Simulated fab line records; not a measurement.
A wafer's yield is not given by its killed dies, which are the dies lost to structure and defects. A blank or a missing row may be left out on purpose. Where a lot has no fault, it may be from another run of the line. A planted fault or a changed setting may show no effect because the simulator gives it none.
fab line records + flow gf180mcu
record
- lots=13
- wafers=39
- lastDay=34
route steps=602 shown HV_LDD@234 SALICIDE@280 V1@356
lots that met no fault: from a run of the same line without faults
startH: hours from the record's first day to the start of the lot's first wafer shown + waitH: time in hours since the lot's previous step + " identical to the entry in the row above + L1.1+2: several wafers, shown together as one row + - value missing, or start not given + * or withheld: withheld + < > ~ a bound
route shown NAME@n: NAME is a module with steps in the file, n the number in the route of the first one + usual: average and standard deviation across the fault-free wafers + same: alike in all rows + chamber/n: place in a boat + sites: each site's reading + _std_site: the standard deviation of these + _edge_site: mean of outer sites minus mean of inner sites + radiusMm: for every site, how far away it sits from the centre of the wafer + mask NAME#n: copy n + behind: tool/chamber where the wafer was last shaped + hold: why the lot went on hold/how many hours it stayed there/how the hold came to an end + device: whichever transistor did not switch (one of n, p or np) + end of line: the tests these same wafers got at the end of their route + for a step that has no rows: nothing shown but its recipe + killed: the dies lost at the first sort to structure and to defects; this is not the yield of the wafer + map: a wafer's dies, x killed, . not, _ none there
set.NAME: the setting as run; set.NAME@STEP: as run at that earlier step + model.NAME: the simulator's own value behind a step, which no gauge read
the route's steps for a sample of lots (tables are steps, rows are wafers)
services: a tool's chamber out of use, with start hour (startH, from the record's first day; less than 0 if before it), hours out, and reason
## steps
# step GF_HV_LDD_ETCHBACK_58
# recipe
- chemistry=CH3F/O2
- target=Si3N4
- stopOn=SiO2
- sourceW=400
- biasW=80
- pressureMtorr=25
- ch3fFlowSccm=40
- O2_flow_sccm=30
- timeS=100
- targetDepthA=900
# usual
- chamberPressureMTorr=25.001/0.022
- drypumpMotorCurrentA=5.8/0.36
- oesProductAu=0.842/0.0064
- rfFwdPowerW=397.7/1.5
- throttleValvePct=10.561/0.0098
| lot.wafer | tool       | chamber | startH | waitH | chamberPressureMTorr | drypumpMotorCurrentA | oesProductAu | rfFwdPowerW | rfHoursCounterH | throttleValvePct |
|-----------|------------|---------|--------|-------|----------------------|----------------------|--------------|-------------|-----------------|------------------|
| L340.2    | rieDiel-02 | 3       | 283.69 | 0.0   | 24.996               | 5.2                  | 0.834        | 395.5       | 106             | 10.555           |
| L340.4    | "          | 2       | "      | "     | 25.026               | 6.2                  | 0.842        | 396.8       | 47              | 10.574           |
| L340.5    | "          | 3       | "      | "     | 25.011               | 5.2                  | 0.844        | 395.9       | -               | 10.570           |
| L341.1    | rieDiel-03 | 2       | 293.89 | 0.1   | 25.010               | 5.4                  | 0.840        | 396.7       | 20              | 10.549           |
| L341.2    | "          | 3       | "      | "     | 25.018               | 5.7                  | 0.842        | 399.2       | 69              | 10.564           |
| L341.3    | "          | 1       | "      | "     | 24.982               | 5.7                  | 0.844        | 396.2       | 118             | 10.561           |
| L343.2    | rieDiel-01 | 0       | 298.36 | 0.0   | 25.022               | 5.8                  | 0.836        | 396.6       | 42              | 10.571           |
| L343.5    | "          | 0       | "      | "     | 24.977               | 5.8                  | 0.843        | 397.5       | -               | 10.571           |
| L343.6    | "          | 1       | "      | "     | 25.014               | 5.9                  | 0.853        | 396.1       | -               | 10.549           |
| L347.3    | rieDiel-01 | 3       | 330.43 | 0.0   | 25.000               | 5.9                  | 0.842        | 399.5       | 16              | 10.567           |
| L347.4    | "          | 2       | "      | "     | 24.991               | 5.9                  | 0.837        | 394.7       | -               | 10.563           |
| L347.6    | "          | 1       | "      | "     | 25.038               | 5.9                  | 0.838        | 398.0       | -               | 10.554           |
| L348.1    | rieDiel-02 | 0       | 335.69 | 0.1   | 24.976               | 5.5                  | 0.834        | 396.8       | 38              | 10.546           |
| L348.3    | "          | 2       | "      | "     | 24.998               | 6.2                  | 0.843        | 396.5       | 48              | 10.537           |
| L348.6    | "          | 1       | "      | "     | 25.028               | 6.3                  | 0.835        | 397.6       | -               | 10.553           |
| L349.1    | rieDiel-03 | 1       | 347.89 | 0.1   | 25.026               | 5.7                  | 0.842        | 398.0       | 119             | 10.555           |
| L349.3    | "          | 2       | "      | "     | 24.982               | 5.4                  | 0.834        | 398.5       | 21              | 10.568           |
| L349.4    | "          | 3       | "      | "     | 25.039               | 5.7                  | 0.830        | 400.5       | 70              | 10.576           |
| L352.2    | rieDiel-02 | 3       | 369.94 | 0.0   | 24.962               | 5.2                  | 0.837        | 397.0       | 108             | 10.567           |
| L352.3    | "          | 1       | "      | "     | 25.001               | 6.3                  | 0.828        | 398.1       | 2               | 10.571           |
| L352.6    | "          | 3       | "      | "     | 24.990               | 5.2                  | 0.841        | 394.3       | -               | 10.550           |
| L354.1    | rieDiel-03 | 2       | 396.51 | 0.1   | 25.009               | 5.4                  | 0.837        | 396.8       | 22              | 10.542           |
| L354.5    | "          | 1       | "      | "     | 25.034               | 5.8                  | 0.839        | 399.7       | -               | 10.569           |
| L354.6    | "          | 2       | "      | "     | 24.990               | 5.4                  | 0.832        | 395.6       | -               | 10.575           |
| L355.1    | rieDiel-02 | 3       | 403.57 | 0.1   | 24.973               | 5.2                  | 0.848        | 396.5       | 109             | 10.559           |
| L355.3    | "          | 2       | "      | "     | 24.983               | 6.2                  | 0.842        | 398.6       | 49              | 10.569           |
| L355.6    | "          | 3       | "      | "     | 24.981               | 5.2                  | 0.835        | 396.3       | -               | 10.552           |
| L358.1    | rieDiel-02 | 0       | 424.74 | 0.1   | 24.991               | 5.5                  | 0.837        | 334.4       | 40              | 10.557           |
| L358.2    | "          | 1       | "      | "     | 24.995               | 6.3                  | 0.845        | 333.0       | 3               | 10.536           |
| L358.4    | "          | 2       | "      | "     | 25.003               | 6.2                  | 0.841        | 332.1       | -               | 10.566           |
| L359.1    | rieDiel-02 | 3       | 433.46 | 0.1   | 24.990               | 5.2                  | 0.851        | 333.1       | 0               | 10.568           |
| L359.2    | "          | 1       | "      | "     | 24.990               | 6.2                  | 0.841        | 334.4       | 3               | 10.559           |
| L359.3    | "          | 2       | "      | "     | 24.994               | 6.2                  | 0.836        | 333.9       | 51              | 10.575           |
| L360.1    | rieDiel-03 | 2       | 441.08 | 0.1   | 25.015               | 5.4                  | 0.843        | 396.3       | 23              | 10.548           |
| L360.5    | "          | 2       | "      | "     | 24.969               | 5.4                  | 0.843        | 397.3       | -               | 10.564           |
| L360.6    | "          | 1       | "      | "     | 25.003               | 5.7                  | 0.844        | 396.1       | -               | 10.575           |
| L362.1    | rieDiel-03 | 1       | 461.19 | 0.1   | 24.979               | 5.7                  | 0.850        | 399.2       | 2               | 10.574           |
| L362.2    | "          | 2       | "      | "     | 25.003               | 5.4                  | 0.843        | 395.8       | 24              | 10.569           |
| L362.3    | "          | 3       | "      | "     | 24.997               | 5.6                  | 0.850        | 398.9       | 73              | 10.547           |
# step GF_SALICIDE_SPUTTER_02
# recipe
- material=Co
- targetThkNm=10
- powerW=972.9
- timeS=20
- chamberPressurePa=0.4
# usual
- cathodeDcPowerW=972.89/0.17
- throttleValvePct=29.6/1.1
| lot.wafer | tool          | chamber | startH | waitH | cathodeDcPowerW | throttleValvePct |
|-----------|---------------|---------|--------|-------|-----------------|------------------|
| L340.2    | pvdSputter-03 | -       | 346.51 | 0.0   | 972.89          | 32.3             |
| L340.4    | "             | -       | "      | "     | 973.22          | 29.1             |
| L340.5    | "             | -       | "      | "     | 972.76          | 30.5             |
| L341.1    | pvdSputter-01 | -       | 359.10 | 0.0   | 973.07          | 28.1             |
| L341.2    | "             | -       | "      | "     | 973.00          | 29.7             |
| L341.3    | "             | -       | "      | "     | 972.79          | 30.0             |
| L343.2    | pvdSputter-03 | -       | 363.07 | 0.0   | 972.90          | 28.4             |
| L343.5    | "             | -       | "      | "     | 972.93          | 32.1             |
| L343.6    | "             | -       | "      | "     | 972.98          | 29.4             |
| L347.3    | pvdSputter-03 | -       | 396.85 | 0.0   | 973.21          | 30.8             |
| L347.4    | "             | -       | "      | "     | 972.94          | 29.2             |
| L347.6    | "             | -       | "      | "     | 972.52          | 28.4             |
| L348.1    | pvdSputter-01 | -       | 403.62 | 0.0   | 972.76          | 29.9             |
| L348.3    | "             | -       | "      | "     | 972.67          | 29.2             |
| L348.6    | "             | -       | "      | "     | 973.16          | 29.0             |
| L349.1    | pvdSputter-01 | -       | 417.72 | 0.0   | 973.04          | 28.8             |
| L349.3    | "             | -       | "      | "     | 972.91          | 30.2             |
| L349.4    | "             | -       | "      | "     | 972.94          | 28.0             |
| L352.2    | pvdSputter-03 | -       | 441.75 | 0.0   | 973.04          | 32.2             |
| L352.3    | "             | -       | "      | "     | 972.98          | 30.9             |
| L352.6    | "             | -       | "      | "     | 972.84          | 32.2             |
| L354.1    | pvdSputter-03 | -       | 468.71 | 0.0   | 972.99          | 29.2             |
| L354.5    | "             | -       | "      | "     | 973.04          | 30.4             |
| L354.6    | "             | -       | "      | "     | 972.93          | 28.5             |
| L355.1    | pvdSputter-01 | -       | 477.51 | 0.0   | 973.11          | 28.2             |
| L355.3    | "             | -       | "      | "     | 973.07          | 29.8             |
| L355.6    | "             | -       | "      | "     | 972.74          | 28.1             |
| L358.1    | pvdSputter-01 | -       | 498.84 | 0.0   | 972.75          | 30.0             |
| L358.2    | "             | -       | "      | "     | 972.86          | 29.8             |
| L358.4    | "             | -       | "      | "     | 972.84          | 29.2             |
| L359.1    | pvdSputter-01 | -       | 508.20 | 0.0   | 972.94          | 29.3             |
| L359.2    | "             | -       | "      | "     | 972.82          | 27.9             |
| L359.3    | "             | -       | "      | "     | 972.84          | 29.9             |
| L360.1    | pvdSputter-01 | -       | 513.81 | 0.0   | 972.68          | 28.1             |
| L360.5    | "             | -       | "      | "     | 972.96          | 28.1             |
| L360.6    | "             | -       | "      | "     | 972.96          | 29.6             |
| L362.1    | pvdSputter-03 | -       | 533.86 | 0.0   | 972.87          | 30.7             |
| L362.2    | "             | -       | "      | "     | 972.80          | 28.5             |
| L362.3    | "             | -       | "      | "     | 973.02          | 32.4             |
# step GF_SALICIDE_RTA_08
# recipe
- tempC=800
- timeS=30
- ambient=N2
# usual
- chamberO2Ppm=1.994/0.024
- lampPowerPct=18.33/0.12
- wafer_temp_C_max=803.4/1.2
| lot.wafer | tool         | chamber | startH | waitH | chamberO2Ppm | lampPowerPct | wafer_temp_C_max |
|-----------|--------------|---------|--------|-------|--------------|--------------|------------------|
| L340.2    | rtpAnneal-02 | 0       | 346.95 | 0.0   | 1.982        | 18.48        | 804.2            |
| L340.4    | "            | 0       | "      | "     | 2.003        | 18.50        | 806.3            |
| L340.5    | "            | 0       | "      | "     | 2.010        | 18.49        | 805.1            |
| L341.1    | rtpAnneal-02 | 0       | 359.54 | 0.0   | 1.984        | 18.46        | 805.1            |
| L341.2    | "            | 0       | "      | "     | 1.999        | 18.50        | 806.1            |
| L341.3    | "            | 0       | "      | "     | 1.946        | 18.54        | 806.2            |
| L343.2    | rtpAnneal-01 | 0       | 363.52 | 0.0   | 1.996        | 18.23        | 802.9            |
| L343.5    | "            | 0       | "      | "     | 1.990        | 18.22        | 803.5            |
| L343.6    | "            | 0       | "      | "     | 1.988        | 18.24        | 802.6            |
| L347.3    | rtpAnneal-01 | 0       | 397.32 | 0.0   | 2.039        | 18.25        | 802.8            |
| L347.4    | "            | 0       | "      | "     | 1.969        | 18.26        | 802.0            |
| L347.6    | "            | 0       | "      | "     | 1.997        | 18.24        | 802.4            |
| L348.1    | rtpAnneal-01 | 0       | 404.04 | 0.0   | 2.044        | 18.22        | 802.6            |
| L348.3    | "            | 0       | "      | "     | 2.018        | 18.24        | 803.4            |
| L348.6    | "            | 0       | "      | "     | 2.021        | 18.23        | 803.0            |
| L349.1    | rtpAnneal-01 | 0       | 418.14 | 0.0   | 2.023        | 18.24        | 803.4            |
| L349.3    | "            | 0       | "      | "     | 2.007        | 18.26        | 804.3            |
| L349.4    | "            | 0       | "      | "     | 2.015        | 18.22        | 804.2            |
| L352.2    | rtpAnneal-01 | 0       | 442.19 | 0.0   | 2.026        | 18.23        | 802.7            |
| L352.3    | "            | 0       | "      | "     | 2.023        | 18.26        | 802.2            |
| L352.6    | "            | 0       | "      | "     | 2.023        | 18.27        | 802.5            |
| L354.1    | rtpAnneal-02 | 0       | 469.14 | 0.0   | 2.010        | 18.47        | 805.2            |
| L354.5    | "            | 0       | "      | "     | 1.967        | 18.49        | 806.0            |
| L354.6    | "            | 0       | "      | "     | 1.980        | 18.50        | 804.0            |
| L355.1    | rtpAnneal-01 | 0       | 477.95 | 0.0   | 2.003        | 18.23        | 802.5            |
| L355.3    | "            | 0       | "      | "     | 2.016        | 18.23        | 802.4            |
| L355.6    | "            | 0       | "      | "     | 1.989        | 18.27        | 802.6            |
| L358.1    | rtpAnneal-01 | 0       | 499.35 | 0.0   | 2.030        | 18.26        | 801.9            |
| L358.2    | "            | 0       | "      | "     | 2.002        | 18.23        | 803.1            |
| L358.4    | "            | 0       | "      | "     | 1.994        | 18.23        | 802.0            |
| L359.1    | rtpAnneal-01 | 0       | 508.63 | 0.0   | 2.005        | 18.25        | 803.3            |
| L359.2    | "            | 0       | "      | "     | 2.009        | 18.25        | 802.1            |
| L359.3    | "            | 0       | "      | "     | 1.995        | 18.23        | 803.2            |
| L360.1    | rtpAnneal-01 | 0       | 514.24 | 0.0   | 1.962        | 18.25        | 802.8            |
| L360.5    | "            | 0       | "      | "     | 2.010        | 18.22        | 803.3            |
| L360.6    | "            | 0       | "      | "     | 1.960        | 18.24        | 802.2            |
| L362.1    | rtpAnneal-02 | 0       | 534.29 | 0.0   | 1.972        | 18.46        | 805.4            |
| L362.2    | "            | 0       | "      | "     | 1.987        | 18.49        | 805.6            |
| L362.3    | "            | 0       | "      | "     | 1.973        | 18.47        | 804.2            |
# step GF_V1_SPUTTER_21
# recipe
- material=Ti
- targetThkNm=15
- chamberPressurePa=5
- powerW=2500
- substrateTempC=200
- timeS=78.54
# usual
- cathodeDcPowerW=2500.0/0.47
- throttleValvePct=29.7/0.96
| lot.wafer | tool          | chamber | startH | waitH | cathodeDcPowerW | throttleValvePct |
|-----------|---------------|---------|--------|-------|-----------------|------------------|
| L340.2    | pvdSputter-04 | -       | 419.87 | 0.0   | 2499.9          | 30.2             |
| L340.4    | "             | -       | "      | "     | 2500.8          | 30.3             |
| L340.5    | "             | -       | "      | "     | 2499.2          | 30.4             |
| L341.1    | pvdSputter-02 | -       | 432.40 | 0.0   | 2500.1          | 28.9             |
| L341.2    | "             | -       | "      | "     | 2499.8          | 29.5             |
| L341.3    | "             | -       | "      | "     | 2500.2          | 29.4             |
| L343.2    | pvdSputter-04 | -       | 437.38 | 0.0   | 2499.9          | 28.3             |
| L343.5    | "             | -       | "      | "     | 2499.9          | 30.1             |
| L343.6    | "             | -       | "      | "     | 2500.4          | 30.7             |
| L347.3    | pvdSputter-02 | -       | 472.45 | 0.0   | 2500.7          | 29.4             |
| L347.4    | "             | -       | "      | "     | 2501.2          | 29.0             |
| L347.6    | "             | -       | "      | "     | 2500.7          | 30.6             |
| L348.1    | pvdSputter-04 | -       | 480.76 | 0.0   | 2500.2          | 28.1             |
| L348.3    | "             | -       | "      | "     | 2500.4          | 30.6             |
| L348.6    | "             | -       | "      | "     | 2500.0          | 28.3             |
| L349.1    | pvdSputter-01 | -       | 495.92 | 0.0   | 2500.5          | 28.1             |
| L349.3    | "             | -       | "      | "     | 2500.0          | 29.8             |
| L349.4    | "             | -       | "      | "     | 2500.0          | 30.1             |
| L352.2    | pvdSputter-04 | -       | 518.48 | 0.0   | 2500.3          | 30.4             |
| L352.3    | "             | -       | "      | "     | 2498.9          | 31.2             |
| L352.6    | "             | -       | "      | "     | 2500.3          | 31.4             |
| L354.1    | pvdSputter-01 | -       | 543.03 | 0.0   | 2500.0          | 29.5             |
| L354.5    | "             | -       | "      | "     | 2500.7          | 29.3             |
| L354.6    | "             | -       | "      | "     | 2499.5          | 28.2             |
| L355.1    | pvdSputter-04 | -       | 552.93 | 0.0   | 2500.8          | 31.7             |
| L355.3    | "             | -       | "      | "     | 2499.8          | 30.7             |
| L355.6    | "             | -       | "      | "     | 2500.3          | 31.6             |
| L358.1    | pvdSputter-04 | -       | 571.94 | 0.0   | 2499.9          | 31.5             |
| L358.2    | "             | -       | "      | "     | 2500.8          | 28.3             |
| L358.4    | "             | -       | "      | "     | 2499.5          | 30.1             |
| L359.1    | pvdSputter-01 | -       | 579.69 | 0.0   | 2500.1          | 29.6             |
| L359.2    | "             | -       | "      | "     | 2500.2          | 29.9             |
| L359.3    | "             | -       | "      | "     | 2499.4          | 28.2             |
| L360.1    | pvdSputter-01 | -       | 587.10 | 0.0   | 2499.6          | 29.2             |
| L360.5    | "             | -       | "      | "     | 2499.1          | 29.1             |
| L360.6    | "             | -       | "      | "     | 2499.7          | 27.8             |
| L362.1    | pvdSputter-01 | -       | 604.48 | 0.0   | 2498.5          | 29.9             |
| L362.2    | "             | -       | "      | "     | 2500.4          | 29.8             |
| L362.3    | "             | -       | "      | "     | 2500.1          | 27.9             |
## services
| tool          | chamber | startH | hours | kind   |
|---------------|---------|--------|-------|--------|
| pvdSputter-01 | -       | 284.56 | 1.9   | repair |
| rieDiel-01    | 1       | 300.33 | 4.9   | repair |
| rieDiel-03    | 0       | 315.07 | 7.1   | repair |
| rtpAnneal-02  | -       | 321.37 | 4.6   | pm     |
| rieDiel-01    | 0       | 321.38 | 15.2  | repair |
| rieDiel-01    | -       | 351.21 | 0.5   | repair |
| pvdSputter-01 | -       | 360.03 | 8.8   | repair |
| rieDiel-03    | 2       | 376.04 | 8.8   | repair |
| rieDiel-03    | -       | 385.47 | 2.8   | pm     |
| rieDiel-03    | 2       | 398.29 | 4.2   | repair |
| rieDiel-01    | -       | 421.34 | 14.6  | pm     |
| rieDiel-02    | -       | 439.68 | 2.8   | pm     |
| rieDiel-02    | 2       | 442.60 | 15.6  | repair |
| rieDiel-02    | 0       | 456.76 | 16.4  | repair |
| rieDiel-03    | 0       | 456.91 | 1.3   | repair |
| rtpAnneal-01  | -       | 463.57 | 2.8   | pm     |
| rieDiel-02    | 1       | 468.22 | 3.5   | repair |
| rieDiel-03    | 1       | 500.79 | 3.7   | repair |
| rieDiel-03    | 2       | 501.11 | 2.1   | repair |
| rieDiel-03    | 0       | 522.86 | 4.8   | repair |
| rieDiel-02    | 0       | 525.24 | 2.9   | repair |
| rieDiel-03    | 0       | 539.29 | 2.9   | repair |
| pvdSputter-04 | -       | 564.96 | 0.5   | repair |
| rieDiel-03    | 2       | 600.98 | 5.8   | repair |
## key
firstSign
- step=GF_HV_LDD_ETCHBACK_58
- reading=rfFwdPowerW
- direction=down
- sigmas=44
- usual=397.7
- struck=333.5
effect none on later readings
metAt GF_HV_LDD_ETCHBACK_58
struckLots L358,L359
testerLeftOut L358,L359
notActingAt GF_SALICIDE_SPUTTER_02,GF_SALICIDE_RTA_08,GF_V1_SPUTTER_21
onsetBetween 403.57 424.74
fault
- kind=processParameterDrift
- tool=rieDiel-02
- chamber=-
- onsetH=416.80
- steps=GF_HV_LDD_ETCHBACK_58
- channel=sourceW
- offset=-64
- shape=step
- endH=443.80
- actsIn=theseRecipesOnly
- stated=400
# testerLeftOut: of these lots the tester's yield and bins aren't shown, on N5 and GAA mostly nor the transistor test; their killed dies are dies lost to structure and defects alone, not to doping, threshold or leakage, so they don't give the yield
